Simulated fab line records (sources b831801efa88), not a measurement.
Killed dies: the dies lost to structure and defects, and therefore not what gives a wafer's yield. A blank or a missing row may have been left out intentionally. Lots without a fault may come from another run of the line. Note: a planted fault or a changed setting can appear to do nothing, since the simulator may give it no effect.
A struck lot beside a sound one ; flow sky130 ; 36 out of 708 route steps
Sound: these wafers, L453.3, L453.4. Wafers struck: L442.2, L442.4, L442.5. The cause is given at the end.
Order at every step that has rows: each side's tool, ch and its chambers, its first start. Under that, the readings that differ: sound wafers ; struck wafers ; difference of the means ; sigmas: that difference in standard deviations of wafers without a fault.
alike: readings with means less than 2 such deviations apart, plus words and numbers identical on both sides. not compared: withheld readings, readings lacking a value on some wafer, bounds such as >300 that could conceal the same value, and numbers that have no deviation in the record and whose values overlap.
Wherever a step has rows on one side only, a row that says differs or no value, or a row with sigmas, the two part there. Non-overlapping numbers with no deviation appear without sigmas and do not part them. A reading missing from all wafers of one side parts the sides only when that side holds two or more wafers.

first, 10 steps without rows for these wafers: SKY_GATE_OXIDE_COAT_05 (resist thk 1140 nm); SKY_GATE_OXIDE_SOFTBAKE_06 (time 60 s); SKY_GATE_OXIDE_EXPOSE_07 (exposes mask LVOM, target cd 600 nm); SKY_GATE_OXIDE_PEB_08; SKY_GATE_OXIDE_DEVELOP_09 (develop time 60 s); SKY_GATE_OXIDE_IMPLANT_11; SKY_GATE_OXIDE_WET_ETCH_12 (etches SiO2 in dHF, target depth 16.8 nm, time 319.8 s); SKY_GATE_OXIDE_STRIP_13 (strips in O2/N2); SKY_GATE_OXIDE_CLEAN_15 (cleans in SC1/SC2, time 150 s); SKY_GATE_OXIDE_OXIDATION_16 (stabilise 600 s, purge 300 s, target thk 3.57 nm).
SKY_POLY_GATE_CVD_00: deposits poly-Si, target thk 180 nm, time 720 s.
  sound on lpcvd-01 ch 0, day 21 15:46; struck on lpcvd-01 ch 1, day 16 10:15
reading;sound;struck;difference;sigmas
spike tc centre C (C);623.6 620.2;616.3 615.9 618.6;-5.0;-5
spike tc lower C (C);620.9 622.8;615.3 613.5 611.9;-8.3;-7
susceptor temp C (C);620.67 620.35;614.66 614.70 614.32;-5.95;-21
zone power centre pct (%);11.3 11.3;7.7 7.8 7.9;-3.5;-2
model.poly-Si_of_POLY_GATE_CVD_00.thk nm (nm);181.8 182;160.5 158.2 158.8;-22.7;
  alike: spike tc bottom C, spike tc upper C, zone power top pct
SKY_POLY_GATE_THK_MEAS_01:
  sound on film metro-03, day 21 17:35; struck on film metro-04, day 16 11:28
reading;sound;struck;difference;sigmas
POLY_GATE_CVD_00_THK (nm);181.7 181.9;160.4 158.2 158.8;-22.7;-14
then, 9 steps without rows for these wafers: SKY_RES_PROTECT_DEHYDRATE_00 (time 60 s); SKY_RES_PROTECT_HMDS_01 (prime time 60 s); SKY_RES_PROTECT_COAT_02 (resist thk 1140 nm); SKY_RES_PROTECT_SOFTBAKE_03 (time 60 s); SKY_RES_PROTECT_EXPOSE_04 (exposes mask RPM, target cd 1270 nm); SKY_RES_PROTECT_PEB_05; SKY_RES_PROTECT_DEVELOP_06 (develop time 60 s); SKY_POLY_GATE_IMPLANT_02; SKY_RES_PROTECT_STRIP_07 (strips in O2/N2).
SKY_RES_PROTECT_CLEAN_09: cleans in SC1/SC2, time 150 s.
  sound on wet bench-02 ch 1, day 23 01:04; struck on wet bench-02 ch 3, day 17 17:35
reading;sound;struck;difference;sigmas
model.poly-Si_of_POLY_GATE_CVD_00.thk nm (nm);181.1 181.4;159.9 157.6 158.2;-22.7;
then, 11 steps without rows for these wafers: SKY_POLY_GATE_CVD_03 (deposits Si3N4 from DCS/NH3, target thk 75 nm, time 1290 s); SKY_POLY_GATE_DEHYDRATE_05 (time 60 s); SKY_POLY_GATE_HMDS_06 (prime time 60 s); SKY_POLY_GATE_COAT_07 (resist thk 110 nm); SKY_POLY_GATE_COAT_08 (resist thk 450 nm); SKY_POLY_GATE_SOFTBAKE_09 (time 90 s); SKY_POLY_GATE_EXPOSE_10 (exposes mask P1M, target cd 150 nm); SKY_POLY_GATE_PEB_11; SKY_POLY_GATE_DEVELOP_12 (develop time 60 s); SKY_POLY_GATE_ETCH_15 (etches BARC in N2/H2, stops on SiO2, time 118.5 s, target depth 110 nm); SKY_POLY_GATE_ETCH_16 (etches Si3N4 in CH3F/O2, stops on poly-Si, time 147.5 s, target depth 75 nm).
SKY_POLY_GATE_ETCH_17: etches poly-Si in HBr/Cl2, stops on SiO2, target depth 180 nm, time 70.5 s.
  sound on rie si-02 ch 1,2, day 24 09:45; struck on rie si-01 ch 0,1,2, day 19 01:52
reading;sound;struck;difference;sigmas
oes product au (a.u.);0.997 0.974;0.921 0.916 0.908;-0.071;-8
model.POLY_GATE.feature depth nm (nm);181.1 173;159.9 157.6 158.2;-18.5;
model.etch.depth nm (nm);181.1 173;159.9 157.6 158.2;-18.5;
  alike: chamber pressure mTorr, drypump motor current A, throttle valve pct
  not compared: rf hours counter h
then, 1 step without rows for these wafers: SKY_POLY_GATE_STRIP_18 (strips in O2/N2).
-- record jumps: 29 days separate the struck wafers' starts on either side; left off in module POLY_GATE, taken up again in module PAD_OPEN, whose first shown step is the route's number 708 --
SKY_PAD_OPEN_PROBE_99:
  sound on prober-02, day 50 23:53; struck on prober-01, day 47 18:13
reading;sound;struck;difference;sigmas
model.etest.res high po.line ohm um;742.9 751.2;816.6 856.1 819.1;+83.6;
model.etest.res poly.line ohm um;524.1 520.2;573.1 597 580.9;+61.5;
model.etest.res high po.rs ohm sq;259.7 264.4;287.6 296.6 288.3;+28.8;
model.etest.res poly.rs ohm sq;48.19 48.72;53.89 54.7 53.76;+5.66;
model.etest.cap li to poly.c af um2;92.13 92.27;87.78 87.69 86.14;-5.00;
  alike: killed_at_M0_to_M3, killed_at_M4_up, killed at contacts, killed at front end, killed at other, killed dies, killed open, killed short

WHERE THEY PART
Earliest at SKY_POLY_GATE_CVD_00; latest, in this record, at SKY_POLY_GATE_ETCH_17. Later steps at which nothing parts them and some readings are alike: SKY_PAD_OPEN_PROBE_99.

WHY: what had been put in by the simulator
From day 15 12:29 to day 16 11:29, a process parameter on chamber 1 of lpcvd-01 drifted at SKY_POLY_GATE_CVD_00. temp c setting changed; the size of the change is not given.
